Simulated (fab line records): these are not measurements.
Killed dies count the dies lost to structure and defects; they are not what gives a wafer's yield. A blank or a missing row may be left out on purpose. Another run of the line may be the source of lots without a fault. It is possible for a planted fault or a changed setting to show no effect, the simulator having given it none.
Which tool did it? ; flow sky130 ; at 1 step of a route of 708, 7 lots with 21 wafers sampled

== WHAT EACH GAUGE READ, for each wafer ==
SKY_RES_PROTECT_TW_MEAS_08.
lot;measured;on;POLY_GATE_TW
L872;day 17 07:20;filmMetro-02;4032 4014 4036
L880;day 19 22:45;filmMetro-02;4043 4033 4045
L882;day 20 06:04;filmMetro-02;4026 4030 4045
L884;day 21 02:25;filmMetro-01;3974 3978 4000
L886;day 22 18:52;filmMetro-01;3974 3989 3979
L888;day 23 05:56;filmMetro-01;3966 3970 3968
L890;day 23 10:46;filmMetro-02;4054 4028 4031

== WHICH TOOL RAN EACH LOT (tool, then ch and the chambers of the sampled wafers, then the start) ==
The record shows no process step preceding these readings.

== THE ANSWER, worked out from the rows above alone ==
Rule: what is usual is taken from the lots themselves. The widest of any qualifying gaps counts: lots, ordered by their means at a reading, are off when they make up no more than a third of the lots, leave a main group of 4 or more, and stand apart from it by 3 or more times the standard deviation of that group's means. A main group whose means are all the same, to the digits that the tables above print for the reading, isn't used. A lot without any number at a reading at which 4 lots or more have one is off too. The other lots that the step has rows for count as sound.
None of the lots is off at any reading shown; this tells nothing.

== WHAT THE SIMULATOR HAD INSERTED ==
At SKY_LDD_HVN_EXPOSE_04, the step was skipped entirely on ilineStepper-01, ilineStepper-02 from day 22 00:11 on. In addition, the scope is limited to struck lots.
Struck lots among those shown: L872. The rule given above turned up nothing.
